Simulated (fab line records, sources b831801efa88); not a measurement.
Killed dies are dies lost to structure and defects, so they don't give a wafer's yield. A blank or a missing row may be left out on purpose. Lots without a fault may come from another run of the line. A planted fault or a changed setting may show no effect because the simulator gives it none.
Which tool did it? | flow sky130 | 11 lots, 32 wafers sampled, at 6 steps of a route of 708

WHAT THE GAUGES READ, wafer by wafer
SKY_SD_P_TW_MEAS_11.
lot  | measured     | on            | SD_P_TW
L478 | day 25 20:37 | film_metro-02 | 2827 2805 2819
L479 | day 26 01:57 | film_metro-02 | 2813 2811 2825
L480 | day 26 05:26 | film_metro-04 | 2828 2813 2799
L483 | day 28 09:24 | film_metro-02 | 2795 2797 2796
L489 | day 30 01:33 | film_metro-04 | 2813 2815 2818
L490 | day 30 09:50 | film_metro-04 | 2808 2832 2816
L491 | day 30 14:02 | film_metro-01 | 2818 2822 2835
L495 | day 31 19:23 | film_metro-02 | 2817 2802
L496 | day 32 00:21 | film_metro-02 | 2814 2794 2811
L499 | day 32 21:58 | film_metro-04 | 2839 2821 2830
L500 | day 33 02:37 | film_metro-01 | 2817 2823 2817

SKY_CONTACT_CD_MEAS_14: target cd 170 nm.
lot  | measured     | on        | cd_nm (nm)
L478 | day 31 21:02 | cd_sem-02 | 170.6 170.8 171.0
L479 | day 32 04:02 | cd_sem-01 | 169.5 170.3 169.1
L480 | day 32 07:29 | cd_sem-02 | 170.6 170.7 172.2
L483 | day 34 04:17 | cd_sem-01 | 172.1 173.3 171.9
L489 | day 35 20:40 | cd_sem-02 | 168.9 168.2 168.7
L490 | day 36 04:38 | cd_sem-02 | 170.0 170.2 168.0
L491 | day 36 07:59 | cd_sem-02 | 168.5 169.8 170.2
L495 | day 37 13:05 | cd_sem-01 | 171.2 172.3
L496 | day 37 17:42 | cd_sem-02 | 169.4 171.5 170.6
L499 | day 38 14:05 | cd_sem-01 | 168.4 169.2 167.1
L500 | day 38 16:35 | cd_sem-01 | 170.1 169.6 169.3

SKY_CONTACT_RS_MEAS_25: measures by four-point-probe.
lot  | measured     | on            | CONTACT_W_RS (ohm/sq)
L478 | day 31 22:06 | film_metro-04 | 0.333 0.331 0.332
L479 | day 32 05:08 | film_metro-01 | 0.334 0.343 0.336
L480 | day 32 08:35 | film_metro-01 | 0.331 0.338 0.336
L483 | day 34 05:20 | film_metro-03 | 0.334 0.341 0.333
L489 | day 35 21:43 | film_metro-03 | 0.338 0.339 0.334
L490 | day 36 05:41 | film_metro-01 | 0.335 0.338 0.332
L491 | day 36 09:02 | film_metro-03 | 0.336 0.333 0.335
L495 | day 37 14:08 | film_metro-03 | 0.333 0.333
L496 | day 37 18:47 | film_metro-01 | 0.340 0.334 0.339
L499 | day 38 15:08 | film_metro-04 | 0.342 0.335 0.334
L500 | day 38 17:39 | film_metro-03 | 0.332 0.339 0.338

SKY_METAL1_RS_MEAS_05: measures by four-point-probe.
lot  | measured     | on            | METAL1_ALCU_RS (ohm/sq)
L478 | day 31 22:43 | film_metro-02 | 0.1258 0.1262 0.1264
L479 | day 32 05:46 | film_metro-02 | 0.1265 0.1280 0.1270
L480 | day 32 09:13 | film_metro-03 | 0.1275 0.1290 0.1287
L483 | day 34 05:58 | film_metro-03 | 0.1256 0.1265 0.1264
L489 | day 35 22:20 | film_metro-03 | 0.1280 0.1284 0.1277
L490 | day 36 06:19 | film_metro-02 | 0.1261 0.1264 0.1259
L491 | day 36 09:40 | film_metro-02 | 0.1280 0.1273 0.1272
L495 | day 37 14:45 | film_metro-03 | 0.1312 0.1298
L496 | day 37 19:24 | film_metro-03 | 0.1309 0.1321 0.1327
L499 | day 38 15:46 | film_metro-04 | 0.1269 0.1270 0.1265
L500 | day 38 18:16 | film_metro-02 | 0.1259 0.1243 0.1252

SKY_METAL1_THK_MEAS_06: measures by xrf.
lot  | measured     | on            | METAL1_ALCU_THK (nm)
L478 | day 31 22:50 | film_metro-02 | 253.3 251.2 251.3
L479 | day 32 05:53 | film_metro-02 | 250.8 247.6 248.8
L480 | day 32 09:20 | film_metro-03 | 251.7 249.9 249.9
L483 | day 34 06:05 | film_metro-03 | 254.6 252.6 252.6
L489 | day 35 22:27 | film_metro-03 | 248.4 249.3 249.8
L490 | day 36 06:26 | film_metro-02 | 252.1 248.5 251.8
L491 | day 36 09:47 | film_metro-02 | 248.0 249.3 249.5
L495 | day 37 14:52 | film_metro-03 | 243.2 247.0
L496 | day 37 19:30 | film_metro-03 | 244.5 243.4 241.6
L499 | day 38 15:52 | film_metro-04 | 251.4 250.7 251.4
L500 | day 38 18:22 | film_metro-02 | 253.3 254.5 253.5

WHICH TOOL RAN EACH LOT (tool, then ch and the chambers of the sampled wafers, then the start)
lot  | SKY_METAL1_SPUTTER_02
L478 | pvd_sputter-03, day 31 22:36
L479 | pvd_sputter-03, day 32 05:40
L480 | pvd_sputter-02, day 32 09:07
L483 | pvd_sputter-04, day 34 05:52
L489 | pvd_sputter-04, day 35 22:14
L490 | pvd_sputter-02, day 36 06:13
L491 | pvd_sputter-02, day 36 09:34
L495 | pvd_sputter-02, day 37 14:38
L496 | pvd_sputter-02, day 37 19:16
L499 | pvd_sputter-04, day 38 15:39
L500 | pvd_sputter-04, day 38 18:08
- SKY_METAL1_SPUTTER_02: material AlCu, target thk 250 nm, time 13.3 s.

WHAT THE TOOLS THEMSELVES READ (means of the sampled wafers that have a number; where no wafer has one, the mark that the record gives instead)
SKY_METAL1_SPUTTER_02.
lot  | tool           | chamber_pressure_pa (Pa) | throttle_valve_pct (%)
L478 | pvd_sputter-03 | 0.4010                   | 30.2
L479 | pvd_sputter-03 | 0.4000                   | 30.8
L480 | pvd_sputter-02 | 0.3999                   | 29.6
L483 | pvd_sputter-04 | 0.3997                   | 30.5
L489 | pvd_sputter-04 | 0.3999                   | 30.2
L490 | pvd_sputter-02 | 0.3998                   | 29.5
L491 | pvd_sputter-02 | 0.4000                   | 30.2
L495 | pvd_sputter-02 | 0.4465                   | 27.7
L496 | pvd_sputter-02 | 0.4454                   | 28.7
L499 | pvd_sputter-04 | 0.3994                   | 30.4
L500 | pvd_sputter-04 | 0.3998                   | 30.0

THE ANSWER, worked out from the rows above alone
Rule: what is usual is taken from the lots themselves. Put in order of their means at a reading, lots are off if they are a third of the lots or fewer, leave a main group of 4 or more, and stand apart from it by a gap of 3 or more times the standard deviation of the main group's means; of several such gaps the widest counts. A main group whose means are all the same, to the digits that the tables above print for the reading, isn't used. A lot without any number at a reading at which 4 lots or more have one is off too. The other lots that the step has rows for count as sound. The gauges are gone through in route order, then the tools' own readings, and for those a lot's mean is taken as printed above. The first step at which some lot is off is used, and at that step the reading that is off furthest; a lot without a number counts as furthest.
Off: L495, L496, at SKY_METAL1_SPUTTER_02 (chamber_pressure_pa). The main group: mean 0.3999 Pa, standard deviation 0.00041.
A tool fits if, at that step or a process step before it, it ran every lot that is off, and no sound lot after the first of them. One fits: pvd_sputter-02 at SKY_METAL1_SPUTTER_02. Its last sound lot is L491 (day 36 09:34), its first lot that is off L495 (day 37 14:38): a fault that began between those two fits.
The tool's own readings at SKY_METAL1_SPUTTER_02 bear it out: on the lots that are off they differ by more than 5 times the standard deviation of the sound lots' means. chamber_pressure_pa reads 0.4460 Pa there against 0.3999 Pa on the sound lots; throttle_valve_pct reads 28.2 % there against 30.2 % on the sound lots.

WHAT THE SIMULATOR HAD PUT IN
Process parameter drift: pvd_sputter-02, from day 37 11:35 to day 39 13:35, at SKY_METAL1_SPUTTER_02. Setting chamber_pressure_pa, moved by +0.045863, from 0.4. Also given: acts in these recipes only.
Lots struck among those shown: L495, L496. The rule above found the same.
